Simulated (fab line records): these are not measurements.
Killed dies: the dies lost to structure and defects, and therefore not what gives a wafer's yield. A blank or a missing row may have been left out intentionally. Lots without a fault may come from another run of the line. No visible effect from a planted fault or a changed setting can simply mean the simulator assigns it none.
A struck lot beside a sound one | flow sky130 | 36 steps out of a route of 708
Sound: the wafers L819.2, L819.3, L819.6. Wafers struck: L809.1, L809.2, L809.3. Last of all comes the cause.
Each step with rows lists, per side, the tool, then ch with its chambers, then its first start. Under that, the readings that differ: sound wafers | struck wafers | difference of the means | sigmas: that difference in standard deviations of wafers without a fault.
alike: readings with means less than 2 such deviations apart, plus words and numbers identical on both sides. not compared: withheld readings, readings lacking a value on some wafer, bounds such as >300 that could conceal the same value, and numbers that have no deviation in the record and whose values overlap.
A row with sigmas, a row that says differs or no value, or rows on one side alone: a step with any of these is where the two part. When numbers do not overlap yet have no deviation, they are printed without sigmas and do not part them. A reading that every wafer of one side lacks parts them only if that side has two wafers or more.

first, 10 steps without rows for these wafers: SKY_POLY_CUT_ETCH_10 (etches BARC in N2/H2, stops on SiO2, time 45.9 s, target depth 60 nm); SKY_POLY_CUT_ETCH_11 (etches Si3N4 in CF4/CH2F2/Ar, stops on poly-Si, time 42.5 s, target depth 60 nm); SKY_POLY_CUT_STRIP_12 (strips in O2/N2); SKY_SD_P_DEHYDRATE_00 (time 60 s); SKY_SD_P_HMDS_01 (prime time 60 s); SKY_SD_P_COAT_02 (resist thk 1140 nm); SKY_SD_P_SOFTBAKE_03 (time 60 s); SKY_SD_P_EXPOSE_04 (exposes mask PSDM, target cd 380 nm); SKY_SD_P_PEB_05; SKY_SD_P_DEVELOP_06 (develop time 60 s).
SKY_SD_P_IMPLANT_09:
  sound on implanter-02 ch 0, day 32 23:00; struck on implanter-01 ch 0, day 29 06:07
reading                  | sound                | struck               | difference | sigmas
beamEnergyKeV            | 19.993 19.997 19.996 | 24.711 24.721 24.723 | +4.723     | +99 or more
model.implant.rpNm (nm)  | 17.82 17.82 17.82    | 20.49 20.49 20.49    | +2.67      | 
model.implant.drpNm (nm) | 9.746 9.746 9.746    | 11.31 11.31 11.31    | +1.56      | 
  alike: faradayCurrentUA
SKY_SD_P_STRIP_10: strips in O2/N2.
  sound on plasmaAsher-02 ch 0, day 32 23:07; struck on plasmaAsher-04 ch 0,1, day 29 06:16
reading                  | sound             | struck            | difference | sigmas
oesProductAu (a.u.)      | 0.616 0.619 0.613 | 0.607 0.610 0.602 | -0.010     | -2
stripTimeToEndpointS (s) | 17.48 17.49 17.50 | 18.28 18.20 18.24 | +0.75      | +19
  alike: drypumpMotorCurrentA
  not compared: rfHoursCounterH
SKY_SD_P_TW_MEAS_11:
  sound: filmMetro-04 at day 32 23:14; struck: filmMetro-04 at day 29 06:22
reading | sound          | struck         | difference | sigmas
SD_P_TW | 2836 2843 2833 | 3008 2996 3001 | +164       | +5
then, 21 steps without rows for these wafers: SKY_RES_XHIGH_DEHYDRATE_00 (time 60 s); SKY_RES_XHIGH_HMDS_01 (prime time 60 s); SKY_RES_XHIGH_COAT_02 (resist thk 1140 nm); SKY_RES_XHIGH_SOFTBAKE_03 (time 60 s); SKY_RES_XHIGH_EXPOSE_04 (exposes mask URPM, target cd 1270 nm); SKY_RES_XHIGH_PEB_05; SKY_RES_XHIGH_DEVELOP_06 (develop time 60 s); SKY_RES_XHIGH_IMPLANT_07; SKY_RES_XHIGH_STRIP_08 (strips in O2/N2); SKY_SD_N_DEHYDRATE_00 (time 60 s); SKY_SD_N_HMDS_01 (prime time 60 s); SKY_SD_N_COAT_02 (resist thk 1140 nm); SKY_SD_N_SOFTBAKE_03 (time 60 s); SKY_SD_N_EXPOSE_04 (exposes mask NSDM, target cd 380 nm); SKY_SD_N_PEB_05; SKY_SD_N_DEVELOP_06 (develop time 60 s); SKY_SD_N_IMPLANT_09; SKY_SD_N_IMPLANT_10; SKY_SD_N_STRIP_11 (strips in O2/N2); SKY_SD_N_CLEAN_13 (cleans in SC1/SC2, time 150 s); SKY_SD_N_RTA_14 (time 2 s).
-- the record jumps here: 2 days lie between the struck wafers' starts before and after --
SKY_SD_N_RS_MEAS_17: measures by four-point-probe.
  sound: filmMetro-02 at day 35 04:23; struck: filmMetro-04 at day 31 15:17
reading          | sound             | struck            | difference | sigmas
SD_P_RS (ohm/sq) | 145.8 146.0 146.2 | 132.1 132.3 132.4 | -13.7      | -37
-- the record jumps here: 17 days lie between the struck wafers' starts before and after (it left off in module SD_N and takes up again in module PAD_OPEN, whose first step shown is number 708 of the route) --
SKY_PAD_OPEN_PROBE_99:
  sound: prober-02 at day 50 17:50; struck: prober-01 at day 48 11:55
reading                             | sound             | struck            | difference | sigmas
model.etest.pfet_01v8.rOnOhmUm      | 2924 2908 2935    | 2840 2731 2661    | -178       | 
model.etest.resPdiff.lineOhmUm      | 1336 1344 1360    | 1290 1259 1280    | -70        | 
model.etest.resPdiffHv.rsOhmSq      | 187.7 186.4 189.2 | 174.5 174.8 175.3 | -12.9      | 
model.etest.resPdiff.rsOhmSq        | 194.3 194.2 194.2 | 182.2 181.3 181.4 | -12.6      | 
model.etest.pfet_01v8.driveUaUm     | 191.8 192.8 188.9 | 196 205.5 211.7   | +13        | 
model.etest.sramPfetLatch.driveUaUm | 137.7 138.9 136.4 | 147.8 147.6 154.8 | +12.4      | 
model.etest.pfet_01v8_hvt.driveUaUm | 142.4 143.9 141.3 | 146.3 153.9 158.6 | +10.4      | 
model.etest.pfet_01v8_mvt.driveUaUm | 149.8 148.9 151   | 154.8 158.1 160.9 | +8.0       | 
  alike: killed_at_M0_to_M3, killed_at_M4_up, killedAtContacts, killedAtFrontEnd, killedAtOther, killedDies, killedOpen, killedShort

== WHERE THEY PART ==
At SKY_SD_P_IMPLANT_09 first; at SKY_SD_N_RS_MEAS_17 last (within this record only). Later steps at which nothing parts them and some readings are alike: SKY_PAD_OPEN_PROBE_99.

WHY: whatever the simulator had introduced
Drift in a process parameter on implanter-01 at SKY_SD_P_IMPLANT_09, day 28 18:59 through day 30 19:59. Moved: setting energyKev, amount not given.
